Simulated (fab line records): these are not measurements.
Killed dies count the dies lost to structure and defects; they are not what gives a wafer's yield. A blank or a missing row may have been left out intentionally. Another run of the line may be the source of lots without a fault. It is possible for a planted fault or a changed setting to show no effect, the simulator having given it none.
Which tool was responsible? | flow sky130 | 11 lots with 33 wafers sampled at 5 steps, on a route of 708 steps

## WHAT THE GAUGES READ, wafer by wafer
SKY_SONOS_ONO_CD_MEAS_13: the cd target is 410 nm. Usual: cdNm 410.4 nm, standard deviation 2.7.
lot  | measured     | on       | cdNm (nm)         | flag
L779 | day 12 16:11 | cdSem-02 | 407.5 409.9 409.7 | 
L780 | day 13 01:56 | cdSem-01 | 404.2 405.8 406.6 | 
L781 | day 13 11:10 | cdSem-01 | 413.8 413.0 414.5 | 
L783 | day 14 03:41 | cdSem-02 | 409.4 408.2 409.0 | 
L785 | day 14 22:25 | cdSem-01 | 412.2 412.2 412.3 | 
L791 | day 16 13:10 | cdSem-01 | 406.3 404.4 405.9 | 
L796 | day 18 10:19 | cdSem-02 | 408.0 411.3 409.9 | 
L799 | day 19 16:08 | cdSem-02 | 406.2 407.3 407.6 | 
L800 | day 20 01:02 | cdSem-02 | 407.7 406.2 409.1 | 
L801 | day 20 10:07 | cdSem-02 | 411.5 409.5 410.7 | 
L802 | day 20 21:29 | cdSem-01 | 407.2 405.3 408.0 | 

SKY_POLY_GATE_CD_MEAS_22. Usual: cdNm 150.6 nm, standard deviation 2.2.
lot  | measured     | on       | cdNm (nm)         | flag
L779 | day 16 10:22 | cdSem-01 | 152.7 149.3 150.4 | 
L780 | day 16 23:34 | cdSem-01 | 150.9 150.5 152.4 | 
L781 | day 17 05:44 | cdSem-01 | 148.3 149.3 149.1 | 
L783 | day 18 01:58 | cdSem-01 | 151.9 153.2 151.3 | 
L785 | day 18 22:25 | cdSem-01 | 154.3 153.4 155.2 | 
L791 | day 20 19:42 | cdSem-01 | 157.6 153.9 153.2 | 
L796 | day 22 16:32 | cdSem-01 | 146.8 149.0 149.3 | 
L799 | day 23 21:11 | cdSem-01 | 149.9 149.1 150.0 | 
L800 | day 24 08:07 | cdSem-01 | 149.9 148.0 148.7 | 
L801 | day 24 12:56 | cdSem-02 | 151.6 151.1 154.0 | 
L802 | day 25 02:28 | cdSem-02 | 150.2 150.6 147.5 | 

## TOOL THAT RAN EACH LOT (tool first, then ch and the chambers of the sampled wafers, then the start)
lot  | SKY_POLY_GATE_ETCH_15             | SKY_POLY_GATE_ETCH_16             | SKY_POLY_GATE_STRIP_18
L779 | rieDiel-02 ch 0,1,2, day 16 07:54 | rieDiel-02 ch 0,1,2, day 16 07:59 | plasmaAsher-02 ch 0,1, day 16 08:08
L780 | rieDiel-03 ch 0,1,3, day 16 20:44 | rieDiel-03 ch 0,1,3, day 16 20:49 | plasmaAsher-04 ch 0,1, day 16 20:58
L781 | rieDiel-02 ch 0,1,3, day 17 03:11 | rieDiel-02 ch 0,1,3, day 17 03:16 | plasmaAsher-03 ch 0,1, day 17 03:28
L783 | rieDiel-02 ch 0,1, day 17 23:16   | rieDiel-02 ch 0,1, day 17 23:21   | plasmaAsher-04 ch 1, day 17 23:31
L785 | rieDiel-04 ch 0,1, day 18 19:53   | rieDiel-04 ch 0,1, day 18 19:58   | plasmaAsher-02 ch 0,1, day 18 20:07
L791 | rieDiel-04 ch 0,1, day 20 17:59   | rieDiel-04 ch 0,1, day 20 18:05   | plasmaAsher-02 ch 0,1, day 20 18:14
L796 | rieDiel-02 ch 0,2,3, day 22 14:50 | rieDiel-02 ch 0,2,3, day 22 14:55 | plasmaAsher-02 ch 0,1, day 22 15:04
L799 | rieDiel-02 ch 0,1,3, day 23 18:34 | rieDiel-02 ch 0,1,3, day 23 18:39 | plasmaAsher-04 ch 0,1, day 23 18:49
L800 | rieDiel-04 ch 0,1,3, day 24 06:23 | rieDiel-04 ch 0,1,3, day 24 06:29 | plasmaAsher-03 ch 0,1, day 24 06:38
L801 | rieDiel-04 ch 1,2,3, day 24 11:14 | rieDiel-04 ch 1,2,3, day 24 11:20 | plasmaAsher-02 ch 0,1, day 24 11:29
L802 | rieDiel-03 ch 0,2,3, day 25 00:46 | rieDiel-03 ch 0,2,3, day 25 00:51 | plasmaAsher-02 ch 0, day 25 01:01
- SKY_POLY_GATE_ETCH_15: etches BARC in N2/H2, stops on SiO2, time 118.5 s, target depth 110 nm.
- SKY_POLY_GATE_ETCH_16: etches Si3N4 in CH3F/O2, stops on poly-Si, time 147.5 s, target depth 75 nm.
- SKY_POLY_GATE_STRIP_18: strips in O2/N2.

## AS READ BY THE TOOLS THEMSELVES (means over the sampled wafers that have a number; for cases with no such wafer, the mark the record gives instead)
SKY_POLY_GATE_ETCH_15. Usual: chamberPressureMTorr 29.998 mTorr, standard deviation 0.027; drypumpMotorCurrentA 5.7 A, standard deviation 0.39; oesProductAu 0.717 a.u., standard deviation 0.0053; throttleValvePct 13.212 %, standard deviation 0.0095.
lot  | tool       | chamberPressureMTorr (mTorr) | drypumpMotorCurrentA (A) | oesProductAu (a.u.) | throttleValvePct (%) | flag
L779 | rieDiel-02 | 30.008                       | 5.8                      | 0.717               | 13.219               | 
L780 | rieDiel-03 | 29.993                       | 5.5                      | 0.711               | 13.211               | 
L781 | rieDiel-02 | 30.010                       | 5.8                      | 0.713               | 13.211               | 
L783 | rieDiel-02 | 29.992                       | 5.9                      | 0.713               | 13.212               | 
L785 | rieDiel-04 | 30.002                       | 5.7                      | 0.714               | 13.221               | 
L791 | rieDiel-04 | 30.000                       | 5.7                      | 0.716               | 13.216               | 
L796 | rieDiel-02 | 29.981                       | 5.8                      | 0.716               | 13.208               | 
L799 | rieDiel-02 | 30.007                       | 5.8                      | 0.712               | 13.214               | 
L800 | rieDiel-04 | 30.006                       | 5.6                      | 0.720               | 13.211               | 
L801 | rieDiel-04 | 30.010                       | 5.7                      | 0.718               | 13.210               | 
L802 | rieDiel-03 | 29.993                       | 5.8                      | 0.713               | 13.214               | 

SKY_POLY_GATE_ETCH_16. Usual: chamberPressureMTorr 25.001 mTorr, standard deviation 0.028; drypumpMotorCurrentA 5.7 A, standard deviation 0.38; oesProductAu 0.640 a.u., standard deviation 0.0049; throttleValvePct 10.536 %, standard deviation 0.0095.
lot  | tool       | chamberPressureMTorr (mTorr) | drypumpMotorCurrentA (A) | oesProductAu (a.u.) | throttleValvePct (%) | flag
L779 | rieDiel-02 | 25.006                       | 5.8                      | 0.639               | 10.541               | 
L780 | rieDiel-03 | 24.939                       | 5.4                      | 0.645               | 10.533               | 
L781 | rieDiel-02 | 25.008                       | 5.8                      | 0.636               | 10.540               | 
L783 | rieDiel-02 | 25.003                       | 5.9                      | 0.632               | 10.537               | 
L785 | rieDiel-04 | 25.019                       | 5.7                      | 0.631               | 10.539               | 
L791 | rieDiel-04 | 25.005                       | 5.6                      | 0.642               | 10.538               | 
L796 | rieDiel-02 | 24.994                       | 5.8                      | 0.640               | 10.534               | 
L799 | rieDiel-02 | 24.987                       | 5.8                      | 0.644               | 10.544               | 
L800 | rieDiel-04 | 25.036                       | 5.6                      | 0.646               | 10.536               | 
L801 | rieDiel-04 | 24.992                       | 5.7                      | 0.639               | 10.551               | 
L802 | rieDiel-03 | 25.002                       | 5.8                      | 0.641               | 10.531               | 

SKY_POLY_GATE_STRIP_18. Usual: chamberPressureMTorr 1499.8 mTorr, standard deviation 1.3; drypumpMotorCurrentA 5.8 A, standard deviation 0.55; oesProductAu 0.361 a.u., standard deviation 0.0044; stripTimeToEndpointS 3.19 s, standard deviation 0.042.
lot  | tool           | chamberPressureMTorr (mTorr) | drypumpMotorCurrentA (A) | oesProductAu (a.u.) | stripTimeToEndpointS (s) | flag
L779 | plasmaAsher-02 | 1500.2                       | 5.6                      | 0.357               | 3.18                     | 
L780 | plasmaAsher-04 | 1498.8                       | 5.6                      | 0.361               | 3.23                     | 
L781 | plasmaAsher-03 | 1499.4                       | 6.1                      | 0.361               | 3.20                     | 
L783 | plasmaAsher-04 | 1500.1                       | 5.9                      | 0.362               | 3.18                     | 
L785 | plasmaAsher-02 | 1499.6                       | 5.6                      | 0.361               | 3.21                     | 
L791 | plasmaAsher-02 | 1499.9                       | 5.6                      | 0.366               | 3.31                     | 
L796 | plasmaAsher-02 | 1501.1                       | 6.1                      | 0.364               | 3.21                     | 
L799 | plasmaAsher-04 | 1498.8                       | 5.8                      | 0.360               | 3.18                     | 
L800 | plasmaAsher-03 | 1499.9                       | 5.9                      | 0.359               | 3.19                     | 
L801 | plasmaAsher-02 | 1498.7                       | 5.6                      | 0.361               | 3.19                     | 
L802 | plasmaAsher-02 | 1500.3                       | 6.6                      | 0.362               | 3.19                     | 

## THE ANSWER, worked out from the rows above alone
Rule: a lot counts as off when the mean over its wafers that have a number is more than 3 standard deviations away from the usual mean. A lot without any number at a reading at which 4 lots or more have one is off too. Where the step has rows for the other lots, those lots are counted as sound. First the gauges in route order, then the tools' own readings, where a lot's mean is used as printed above. The first step at which some lot is off is used, and at that step the reading that is off furthest; a lot without a number counts as furthest.
Nothing can be told from this: no lot is off at any reading shown.

## WHAT THE SIMULATOR HAD PUT IN
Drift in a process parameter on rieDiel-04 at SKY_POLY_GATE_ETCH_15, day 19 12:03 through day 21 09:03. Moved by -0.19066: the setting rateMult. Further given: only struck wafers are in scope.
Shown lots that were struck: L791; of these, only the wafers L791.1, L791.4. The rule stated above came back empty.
